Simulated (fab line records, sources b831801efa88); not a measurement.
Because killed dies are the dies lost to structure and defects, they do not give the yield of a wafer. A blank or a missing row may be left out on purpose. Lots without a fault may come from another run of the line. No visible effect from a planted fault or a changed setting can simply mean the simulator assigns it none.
fab line records	flow gf180mcu
[record] lots = 12	wafers = 36	lastDay = 33
route steps=602 shown MIM@510 M5@531
lots untouched by any fault: they come from a run of this same line in which no faults occurred
startH: hours from the record's first day to the start of the lot's first wafer shown	waitH: time in hours since the lot's previous step	" identical to the entry in the row above	L1.1+2: a row that stands for several wafers	- no value, or no start given	* or withheld: withheld	< > ~ a bound
route shown NAME@n: a module of which the file shows steps, and the number in the route of the first	usual: the fault-free wafers' mean and standard deviation	same: alike in all rows	chamber/n: place in a boat	sites: the reading at each site	_std_site: standard deviation across them	_edge_site: outer sites' mean less inner sites'	radiusMm: for every site, how far away it sits from the centre of the wafer	mask NAME#n: copy n	behind: tool/chamber where the wafer was last shaped	hold: reason for holding the lot/hours on hold/outcome of the hold	device: the transistor (n, p or np) that didn't switch	end of line: the route-end tests of the same wafers	a step with no rows: only its recipe	killed: dies that structure and defects cost at the first sort, which is not the same as the wafer's yield	map: per-die view of a wafer (x killed, . not killed, _ where there is no die)
set.NAME: the setting as run; set.NAME@STEP: as run at that earlier step	model.NAME: the simulator's own value behind a step, which no gauge read
a sample of lots followed through the steps of the route, with each step as a table and each wafer as a row
services: from which hour (startH, from the record's first day; less than 0 if before it) a tool's chamber was out of use, for how many hours, and why
[[steps]]
[step GF_MIM_SPUTTER_07]
[recipe] material = TiN	targetThkNm = 60	powerW = 6500	timeS = 50	chamberPressurePa = 0.4
[usual] throttleValvePct = 30.0/1.5
lot.wafer	tool	chamber	startH	waitH	throttleValvePct
L780.1	pvdSputter-02	-	566.21	0.1	29.1
L780.2	"	-	"	"	30.1
L780.5	"	-	"	"	28.9
L781.1	pvdSputter-03	-	577.46	0.1	32.8
L781.4	"	-	"	"	31.8
L781.6	"	-	"	"	32.9
L782.1	pvdSputter-03	-	577.90	0.1	31.6
L782.3	"	-	"	"	27.4
L782.5	"	-	"	"	27.9
L784.2	pvdSputter-01	-	598.19	0.0	29.0
L784.3	"	-	"	"	29.3
L784.6	"	-	"	"	30.7
L785.2	pvdSputter-01	-	604.68	0.0	29.3
L785.4	"	-	"	"	29.6
L785.6	"	-	"	"	30.4
L787.1	pvdSputter-02	-	622.52	0.1	31.3
L787.2	"	-	"	"	29.1
L787.5	"	-	"	"	31.4
L789.2	pvdSputter-01	-	642.11	0.0	30.7
L789.3	"	-	"	"	28.6
L789.6	"	-	"	"	30.7
L791.4	pvdSputter-01	-	651.05	0.0	28.4
L791.5	"	-	"	"	29.5
L791.6	"	-	"	"	30.5
L793.1	pvdSputter-02	-	662.98	0.1	31.2
L793.4	"	-	"	"	30.0
L793.6	"	-	"	"	31.3
L797.1	pvdSputter-03	-	692.39	0.1	33.0
L797.2	"	-	"	"	31.7
L797.3	"	-	"	"	30.1
L798.2	pvdSputter-01	-	709.62	0.0	30.5
L798.3	"	-	"	"	29.4
L798.6	"	-	"	"	29.5
L800.4	pvdSputter-01	-	714.33	0.0	28.7
L800.5	"	-	"	"	29.1
L800.6	"	-	"	"	28.5
[step GF_M5_PEB_05]
[recipe] pebTempC = 135	pebTimeS = 90	resist = KrF
[usual] heaterPowerTotalW = 85.69/0.086	plateTempC = 134.99/0.14
lot.wafer	tool	chamber	startH	waitH	heaterPowerTotalW	plateTempC
L780.1	lithoTrack-02	0	607.68	-	85.66	134.85
L780.2	"	0	"	"	85.62	135.06
L780.5	"	0	"	"	85.62	135.00
L781.1	lithoTrack-03	0	619.86	-	85.61	135.14
L781.4	"	0	"	"	85.63	134.99
L781.6	"	0	"	"	85.70	134.92
L782.1	lithoTrack-03	0	620.51	-	85.82	135.03
L782.3	"	0	"	"	85.71	134.86
L782.5	"	0	"	"	85.80	135.05
L784.2	lithoTrack-02	0	638.87	-	85.82	134.68
L784.3	"	0	"	"	85.57	134.95
L784.6	"	0	"	"	85.71	134.93
L785.2	lithoTrack-03	0	645.94	-	85.75	134.90
L785.4	"	0	"	"	85.58	134.93
L785.6	"	0	"	"	85.80	134.90
L787.1	lithoTrack-04	0	662.83	-	85.77	135.15
L787.2	"	0	"	"	85.82	134.88
L787.5	"	0	"	"	85.77	134.78
L789.2	lithoTrack-04	0	680.61	-	85.61	134.71
L789.3	"	0	"	"	85.65	134.87
L789.6	"	0	"	"	85.74	134.87
L791.4	lithoTrack-03	0	689.55	-	85.70	135.11
L791.5	"	0	"	"	85.61	135.15
L791.6	"	0	"	"	85.81	135.06
L793.1	lithoTrack-03	0	701.25	-	85.81	134.90
L793.4	"	0	"	"	85.80	134.68
L793.6	"	0	"	"	85.60	135.02
L797.1	lithoTrack-03	0	728.95	-	90.47	140.78
L797.2	"	0	"	"	90.30	140.68
L797.3	"	0	"	"	90.36	140.80
L798.2	lithoTrack-03	0	744.49	-	90.41	140.60
L798.3	"	0	"	"	90.45	140.71
L798.6	"	0	"	"	90.44	140.78
L800.4	lithoTrack-03	0	749.20	-	90.34	140.54
L800.5	"	0	"	"	90.42	140.63
L800.6	"	0	"	"	90.54	140.64
[step GF_M5_CD_MEAS_07]
[recipe] targetCdNm = 280
[usual] cdNm = 280.5/1.1
lot.wafer	tool	chamber	startH	waitH	cdNm
L780.1	cdSem-01	-	608.03	0.1	281.2
L780.2	"	-	"	"	282.1
L780.5	"	-	"	"	280.9
L781.1	cdSem-01	-	620.21	0.1	280.5
L781.4	"	-	"	"	281.2
L781.6	"	-	"	"	279.5
L782.1	cdSem-01	-	620.86	0.1	279.4
L782.3	"	-	"	"	279.6
L782.5	"	-	"	"	281.1
L784.2	cdSem-01	-	639.20	0.1	280.2
L784.3	"	-	"	"	280.2
L784.6	"	-	"	"	280.0
L785.2	cdSem-02	-	646.28	0.1	280.9
L785.4	"	-	"	"	281.5
L785.6	"	-	"	"	281.1
L787.1	cdSem-01	-	663.18	0.1	279.4
L787.2	"	-	"	"	279.4
L787.5	"	-	"	"	279.9
L789.2	cdSem-02	-	680.95	0.1	280.7
L789.3	"	-	"	"	281.3
L789.6	"	-	"	"	281.0
L791.4	cdSem-01	-	689.86	0.1	281.2
L791.5	"	-	"	"	280.2
L791.6	"	-	"	"	281.8
L793.1	cdSem-01	-	701.60	0.1	281.9
L793.4	"	-	"	"	281.1
L793.6	"	-	"	"	280.7
L797.1	cdSem-02	-	729.30	0.1	271.1
L797.2	"	-	"	"	270.6
L797.3	"	-	"	"	270.8
L798.2	cdSem-02	-	744.82	0.1	272.0
L798.3	"	-	"	"	271.2
L798.6	"	-	"	"	271.4
L800.4	cdSem-02	-	749.51	0.1	270.2
L800.5	"	-	"	"	271.2
L800.6	"	-	"	"	269.9
[step GF_M5_OVL_MEAS_08]
[usual] M5_OVL = -2/7.7
lot.wafer	tool	chamber	startH	waitH	M5_OVL[nm]
L780.1	overlay-02	-	608.15	0.1	-1
L780.2	"	-	"	"	0
L780.5	"	-	"	"	3
L781.1	overlay-01	-	620.33	0.1	11
L781.4	"	-	"	"	-2
L781.6	"	-	"	"	1
L782.1	overlay-02	-	620.98	0.1	-8
L782.3	"	-	"	"	-9
L782.5	"	-	"	"	-9
L784.2	overlay-01	-	639.31	0.1	-7
L784.3	"	-	"	"	-14
L784.6	"	-	"	"	-7
L785.2	overlay-02	-	646.38	0.1	-9
L785.4	"	-	"	"	-3
L785.6	"	-	"	"	-2
L787.1	overlay-02	-	663.30	0.1	-4
L787.2	"	-	"	"	-9
L787.5	"	-	"	"	-11
L789.2	overlay-01	-	681.05	0.1	-1
L789.3	"	-	"	"	7
L789.6	"	-	"	"	5
L791.4	overlay-02	-	689.94	0.1	6
L791.5	"	-	"	"	4
L791.6	"	-	"	"	-1
L793.1	overlay-02	-	701.72	0.1	-7
L793.4	"	-	"	"	-11
L793.6	"	-	"	"	-7
L797.1	overlay-02	-	729.42	0.1	5
L797.2	"	-	"	"	8
L797.3	"	-	"	"	6
L798.2	overlay-02	-	744.93	0.1	3
L798.3	"	-	"	"	0
L798.6	"	-	"	"	7
L800.4	overlay-01	-	749.59	0.1	-3
L800.5	"	-	"	"	-1
L800.6	"	-	"	"	2
[step GF_M5_METAL_ETCH_10]
[recipe] chemistry = Cl2/BCl3	maskMaterial = KrF	targetDepthNm = 627.5	stopOn = SiO2	pressureMtorr = 8	icpW = 800	biasW = 140	Cl2_flow_sccm = 80	bcl3FlowSccm = 40	timeS = 104.6
[usual] biasW = 140.0/0.46	drypumpMotorCurrentA = 6.0/0.31	oesProductAu = 0.973/0.0078	throttleValvePct = 28.247/0.011
lot.wafer	tool	chamber	startH	waitH	biasW	drypumpMotorCurrentA	oesProductAu	rfHoursCounterH	throttleValvePct
L780.1	rieMetal-02	0	608.21	0.0	139.7	5.6	0.976	1	28.256
L780.2	"	1	"	"	139.8	6.0	0.972	10	28.256
L780.5	"	1	"	"	141.0	6.1	0.972	-	28.264
L781.1	rieMetal-01	1	620.38	0.0	140.1	5.6	0.969	6	28.247
L781.4	"	1	"	"	140.0	5.6	0.973	-	28.250
L781.6	"	1	"	"	140.0	5.6	0.971	-	28.261
L782.1	rieMetal-02	0	621.03	0.0	139.1	5.7	0.954	1	28.259
L782.3	"	1	"	"	140.2	6.0	0.967	-	28.260
L782.5	"	0	"	"	139.3	5.7	0.977	-	28.246
L784.2	rieMetal-01	0	639.36	0.0	140.4	6.5	0.988	5	28.243
L784.3	"	1	"	"	139.8	5.5	0.979	-	28.249
L784.6	"	0	"	"	140.4	6.5	0.978	-	28.232
L785.2	rieMetal-03	0	646.43	0.0	140.5	5.9	0.971	2	28.260
L785.4	"	1	"	"	139.9	6.4	0.970	-	28.245
L785.6	"	1	"	"	140.0	6.4	0.969	-	28.244
L787.1	rieMetal-02	1	663.35	0.0	140.2	6.0	0.981	12	28.239
L787.2	"	1	"	"	140.0	6.0	0.975	-	28.241
L787.5	"	1	"	"	139.8	6.0	0.974	-	28.257
L789.2	rieMetal-03	1	681.10	0.0	140.8	6.4	0.982	8	28.248
L789.3	"	0	"	"	139.9	5.9	0.969	-	28.249
L789.6	"	0	"	"	139.6	5.9	0.983	-	28.236
L791.4	rieMetal-01	0	690.02	0.0	139.9	6.5	0.980	-	28.241
L791.5	"	0	"	"	140.7	6.5	0.971	-	28.235
L791.6	"	1	"	"	140.6	5.6	0.974	-	28.236
L793.1	rieMetal-01	1	701.78	0.0	140.2	5.5	0.958	9	28.258
L793.4	"	1	"	"	140.4	5.5	0.980	-	28.252
L793.6	"	1	"	"	139.6	5.5	0.980	-	28.242
L797.1	rieMetal-03	0	729.48	0.0	139.7	6.0	0.974	5	28.234
L797.2	"	1	"	"	139.2	6.4	0.959	10	28.255
L797.3	"	0	"	"	140.6	6.0	0.968	-	28.260
L798.2	rieMetal-03	1	744.98	0.0	140.2	6.4	0.970	10	28.256
L798.3	"	0	"	"	140.2	6.0	0.978	-	28.254
L798.6	"	0	"	"	139.6	6.0	0.978	-	28.242
L800.4	rieMetal-02	0	749.75	0.1	140.2	5.7	0.968	-	28.250
L800.5	"	0	"	"	140.1	5.6	0.969	-	28.256
L800.6	"	0	"	"	139.8	5.6	0.975	-	28.255
[[services]]
tool	chamber	startH	hours	kind
rieMetal-03	0	546.73	-	clean
rieMetal-03	0	546.73	26.8	scheduledDown
rieMetal-03	0	546.73	26.8	ventCycle
rieMetal-02	0	572.22	-	clean
rieMetal-02	0	572.22	11.2	scheduledDown
rieMetal-02	0	572.22	11.2	ventCycle
rieMetal-02	-	578.52	2.8	pm
pvdSputter-02	2	590.78	-	consumableReplace:kit
pvdSputter-02	-	593.06	27.1	repair
pvdSputter-01	0	626.16	-	consumableReplace:kit
pvdSputter-01	0	626.16	18.0	scheduledDown
pvdSputter-01	0	626.16	18.0	ventCycle
rieMetal-02	0	654.30	14.1	repair
pvdSputter-03	-	678.19	2.1	repair
pvdSputter-03	-	682.64	2.1	repair
pvdSputter-02	-	698.57	40.2	repair
pvdSputter-01	-	700.85	8.0	repair
pvdSputter-01	3	720.55	-	consumableReplace:kit
pvdSputter-01	3	720.55	18.0	scheduledDown
pvdSputter-01	3	720.55	18.0	ventCycle
rieMetal-02	-	724.30	1.4	pm
rieMetal-02	1	735.74	-	clean
rieMetal-02	1	735.74	18.2	scheduledDown
rieMetal-02	1	735.74	18.2	ventCycle
[[key]]
[firstSign] step = GF_M5_PEB_05	reading = heaterPowerTotalW	direction = up	sigmas = 55	usual = 85.69	struck = 90.41
[effect] step = GF_M5_PEB_05	reading = plateTempC	direction = up	sigmas = 40	usual = *	struck = *
[effect] step = GF_M5_CD_MEAS_07	reading = cdNm	direction = down	sigmas = 8.9	usual = 280.5	struck = 270.9	through = controlLoop
metAt GF_M5_PEB_05
struckLots L797,L798,L800
[loopTrim] step = GF_M5_EXPOSE_04	setting = dose	lots = L798,L800
notActingAt GF_MIM_SPUTTER_07,GF_M5_OVL_MEAS_08,GF_M5_METAL_ETCH_10
onsetBetween 701.25 728.95
[fault] kind = processParameterDrift	tool = lithoTrack-03	chamber = -	onsetH = 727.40	steps = GF_M5_PEB_05	channel = pebTempC	offset = *	shape = step	endH = 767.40	actsIn = *	stated = *
// loopTrim: a control loop set the setting to another value than it would have without faults
